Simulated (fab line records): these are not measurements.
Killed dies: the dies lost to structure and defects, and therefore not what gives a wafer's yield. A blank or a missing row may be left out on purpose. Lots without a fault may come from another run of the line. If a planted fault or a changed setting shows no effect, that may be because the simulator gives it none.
What tool caused it? ; flow gf180mcu ; 13 lots with 39 wafers sampled at 5 steps, on a route of 602 steps

== WHAT EACH GAUGE READ, for each wafer ==
GF_MVSD_TW_MEAS_11. Usual: MVSD_TW typically reads 1589, with standard deviation 7.9.
lot;measured;on;MVSD_TW;flag
L240;day 4 17:05;film metro-04;1586 1586 1574;
L244;day 5 14:28;film metro-04;1589 1610 1595;
L245;day 5 22:16;film metro-03;1595 1593 1586;
L246;day 6 03:16;film metro-01;1689 1692 1692;OFF
L247;day 6 08:40;film metro-04;1705 1693 1693;OFF
L248;day 6 15:56;film metro-04;1693 1706 1697;OFF
L252;day 7 15:36;film metro-01;1602 1595 1586;
L254;day 8 02:23;film metro-04;1586 1603 1596;
L258;day 9 01:35;film metro-03;1580 1580 1584;
L259;day 9 06:47;film metro-01;1589 1589 1588;
L260;day 9 10:13;film metro-03;1597 1583 1584;
L261;day 9 21:58;film metro-04;1587 1584 1585;
L262;day 10 05:00;film metro-01;1580 1588 1578;

GF_VT_IMPLANT_RS_MEAS_46: measures by four-point-probe. Usual: MVSD_RS typically reads 456.7 ohm/sq, with standard deviation 1.3.
lot;measured;on;MVSD_RS (ohm/sq);flag
L240;day 7 20:14;film metro-04;455.0 456.0 456.6;
L244;day 8 21:59;film metro-03;456.4 456.6 456.8;
L245;day 9 05:02;film metro-03;456.7 456.0 457.8;
L246;day 9 12:14;film metro-03;409.7 409.7 408.7;OFF
L247;day 9 16:47;film metro-04;410.0 410.1 409.9;OFF
L248;day 10 00:34;film metro-04;407.9 408.3 408.3;OFF
L252;day 11 06:13;film metro-03;456.1 455.7 453.9;
L254;day 11 17:29;film metro-03;456.0 455.1 455.2;
L258;day 12 22:25;film metro-01;457.3 458.5 458.5;
L259;day 13 05:56;film metro-03;456.2 456.9 456.5;
L260;day 13 07:44;film metro-03;455.3 455.5 455.0;
L261;day 13 23:59;film metro-03;459.0 458.8 459.3;
L262;day 14 05:30;film metro-04;457.8 457.3 457.9;

GF_SAB_OVL_MEAS_10. Usual: SAB_OVL typically reads -0.6 nm, with standard deviation 1.4.
lot;measured;on;SAB_OVL (nm);flag
L240;day 15 12:49;overlay-01;-1.1 0.1 -1.0;
L244;day 16 22:36;overlay-01;2.5 0.6 1.7;
L245;day 17 12:22;overlay-01;-2.9 -1.4 -0.6;
L246;day 17 15:48;overlay-01;-0.5 0.1 -0.5;
L247;day 17 20:03;overlay-02;-1.1 -0.3 -2.7;
L248;day 18 06:37;overlay-02;-0.7 0.9 -0.6;
L252;day 19 22:45;overlay-01;0.2 1.2 -1.4;
L254;day 20 12:50;overlay-01;1.7 -0.1 1.1;
L258;day 21 23:39;overlay-01;-0.4 -2.0 0.1;
L259;day 22 08:52;overlay-02;-0.5 1.8 1.3;
L260;day 22 13:17;overlay-02;-2.3 -2.5 -1.8;
L261;day 23 05:10;overlay-01;0.2 -0.5 0.7;
L262;day 23 12:18;overlay-02;-0.4 -2.0 -1.9;

GF_M1_OVL_MEAS_15. Usual: M1_OVL typically reads -3 nm, with standard deviation 4.8.
lot;measured;on;M1_OVL (nm);flag
L240;day 17 13:22;overlay-01;-6 -2 1;
L244;day 18 23:51;overlay-02;-7 -9 -1;
L245;day 19 14:42;overlay-01;-3 -2 -1;
L246;day 19 19:42;overlay-02;-9 -9 -1;
L247;day 20 00:45;overlay-02;-1 1 -5;
L248;day 20 10:31;overlay-02;-2 -4 -7;
L252;day 22 02:05;overlay-01;0 -9 2;
L254;day 22 14:34;overlay-02;-2 -5 0;
L258;day 24 00:52;overlay-01;-7 3 -7;
L259;day 24 09:16;overlay-01;-11 1 -6;
L260;day 24 13:54;overlay-02;5 -5 2;
L261;day 25 04:51;overlay-02;-6 0 -5;
L262;day 25 11:36;overlay-02;3 -7 -4;

== WHICH TOOL RAN EACH LOT (tool, then ch and the chambers of the sampled wafers, then the start) ==
lot;GF_MVSD_IMPLANT_08
L240;implanter-04 ch 0, day 4 16:41
L244;implanter-03 ch 0, day 5 14:04
L245;implanter-03 ch 0, day 5 21:52
L246;implanter-03 ch 0, day 6 02:52
L247;implanter-03 ch 0, day 6 08:16
L248;implanter-03 ch 0, day 6 15:33
L252;implanter-04 ch 0, day 7 15:13
L254;implanter-04 ch 0, day 8 01:59
L258;implanter-03 ch 0, day 9 01:11
L259;implanter-04 ch 0, day 9 06:25
L260;implanter-03 ch 0, day 9 09:49
L261;implanter-04 ch 0, day 9 21:34
L262;implanter-01 ch 0, day 10 04:37
- GF_MVSD_IMPLANT_08

== AS READ BY THE TOOLS THEMSELVES (means over the sampled wafers that have a number; for cases with no such wafer, the mark the record gives instead) ==
GF_MVSD_IMPLANT_08. Usual: beam on s 9.99 s, standard deviation 0.23; end station pressure torr 5.06e-06 Torr, standard deviation 2.7e-07; faraday current uA 90.3, standard deviation 2.
lot;tool;beam on s (s);end station pressure torr (Torr);faraday current uA;flag
L240;implanter-04;9.95;5.10e-06;90.7;
L244;implanter-03;10.08;5.26e-06;89.7;
L245;implanter-03;9.83;4.91e-06;91.8;
L246;implanter-03;12.68;1.04e-04;72.0;OFF
L247;implanter-03;12.28;1.08e-04;74.2;OFF
L248;implanter-03;12.33;1.08e-04;73.8;OFF
L252;implanter-04;10.03;5.01e-06;90.1;
L254;implanter-04;9.99;4.82e-06;90.3;
L258;implanter-03;9.98;5.07e-06;90.4;
L259;implanter-04;10.05;5.20e-06;89.8;
L260;implanter-03;10.07;5.09e-06;89.3;
L261;implanter-04;9.95;5.00e-06;90.5;
L262;implanter-01;10.13;4.99e-06;89.1;

== THE ANSWER, worked out from the rows above alone ==
Rule: a lot is off if the mean of its wafers that have a number lies more than 3 standard deviations from the usual mean. Also off: a lot with no number at a reading for which 4 or more lots have one. All remaining lots with rows at the step are treated as sound. First the gauges in route order, then the tools' own readings, where a lot's mean is used as printed above. At the first step where some lot is off, the reading lying furthest off is the one used; lots without a number count as furthest.
Off: L246, L247, L248, seen at GF_MVSD_TW_MEAS_11 (MVSD_TW).
If a tool, at a process step before that reading, ran all the lots that are off and no sound lot after the first of them, it fits. The gauges at GF_MVSD_TW_MEAS_11 aren't tried: what is off there is off at GF_MVSD_IMPLANT_08 too, on other tools, and a gauge's error can't cause that. No candidate that was tried fits.

== WHAT THE SIMULATOR HAD INSERTED ==
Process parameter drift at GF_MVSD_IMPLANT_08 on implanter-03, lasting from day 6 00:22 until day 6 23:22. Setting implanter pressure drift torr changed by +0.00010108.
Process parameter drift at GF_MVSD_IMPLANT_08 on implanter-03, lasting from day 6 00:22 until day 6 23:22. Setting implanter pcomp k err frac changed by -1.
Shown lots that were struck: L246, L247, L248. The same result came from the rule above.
